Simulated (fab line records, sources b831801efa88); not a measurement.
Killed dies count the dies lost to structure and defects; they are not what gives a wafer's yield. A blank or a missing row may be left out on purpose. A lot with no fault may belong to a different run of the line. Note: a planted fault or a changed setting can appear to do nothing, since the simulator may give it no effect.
8D (eight disciplines) problem report, filled in by code / flow gf180mcu / the parts of the form that need people (team, actions taken, sign-off) are left out

## 1. PROBLEM STATEMENT
Across 2 wafers from 2 lots, PASSIVATION_CVD_00_THK at GF_PASSIVATION_THK_MEAS_01 averages 829 nm, while fault-free wafers read 999 nm with a standard deviation of 13. That puts it -13 standard deviations away from the usual mean.
First observed at day 29 12:56: wafer L464.1, on film_metro-02. The record holds 36 wafers of 12 lots with a number at this step. Rule for "out", or "out of limits": more than 4 standard deviations from the usual mean. The rest of the wafers with a number are treated as sound.

## 2. WHAT THIS IS AND IS NOT
question=which readings at this step | is=PASSIVATION_CVD_00_THK | is not=-
question=which lots | is=L464, L465 | is not=L461, L463, L466, L473, L474, L476, L478, L479, L480, L482
question=which wafers of those lots | is=L464.1, L465.4 | is not=L464.3, L464.6, L465.2, L465.5
question=read on which gauges | is=film_metro-02, film_metro-03 | is not=film_metro-04
question=when | is=from day 29 12:56 | is not=up to then (8 sound wafers); but 26 sound wafers of L465, L466, L473, L474, L476, L478, L479, L480, L482 came after

## 3. THE SUSPECTS, EACH WITH WHAT RULES IT OUT
Counting: if a tool at a process step up to the reading ran every lot that is out, it stays a suspect. Sound lots after the first of them don't rule it out here, since some wafers of a struck lot are sound.
- the gauge at GF_PASSIVATION_THK_MEAS_01 is ruled out. Those wafers that are out were read across 2 gauges (film_metro-02, film_metro-03).
- pecvd-03 at GF_PASSIVATION_CVD_00 (deposits SiO2 from TEOS, target thk 1000 nm, time 111.95 s): kept. Ran every lot that is out, first one L464 (day 29 12:51); last sound lot up to then L461 (day 28 15:29).
The count leaves pecvd-03 at GF_PASSIVATION_CVD_00.

## 4. THE CAUSE (what the simulator had put in)
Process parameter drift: pecvd-03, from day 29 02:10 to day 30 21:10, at GF_PASSIVATION_CVD_00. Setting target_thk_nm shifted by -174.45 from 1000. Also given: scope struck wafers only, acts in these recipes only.
This tool alone remained once counting was done.

## 5. SEQUENCE OF EFFECTS, ordered by route
Each row: a reading whose mean over the struck wafers that have a number lies more than 3 standard deviations from the usual. Readings are gone through only where the record gives a usual standard deviation; hours: the median, over the lots, of the time from a lot's start at the first step in this table giving one to that lot's start at this step; sigmas: the change measured in usual standard deviations.
hours=0; step=GF_PASSIVATION_THK_MEAS_01; reading=PASSIVATION_CVD_00_THK; usual=999 nm; on struck wafers=829; change=-170; sigmas=-13

## 6. WHAT WOULD HAVE CAUGHT IT SOONER
The first out-of-limits reading at a measuring or inspecting step in this record came at day 29 12:56, 11 hours after the fault's start at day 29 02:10.
Of the tool readings at GF_PASSIVATION_CVD_00 for which the record gives a usual standard deviation, none was out on any struck wafer, so an alarm limit of 4 standard deviations on them would not have fired.
Among the 2 lots that are out, L465 began GF_PASSIVATION_CVD_00 on pecvd-03 after day 29 12:56. A tool hold placed at that time would have kept it from harm.
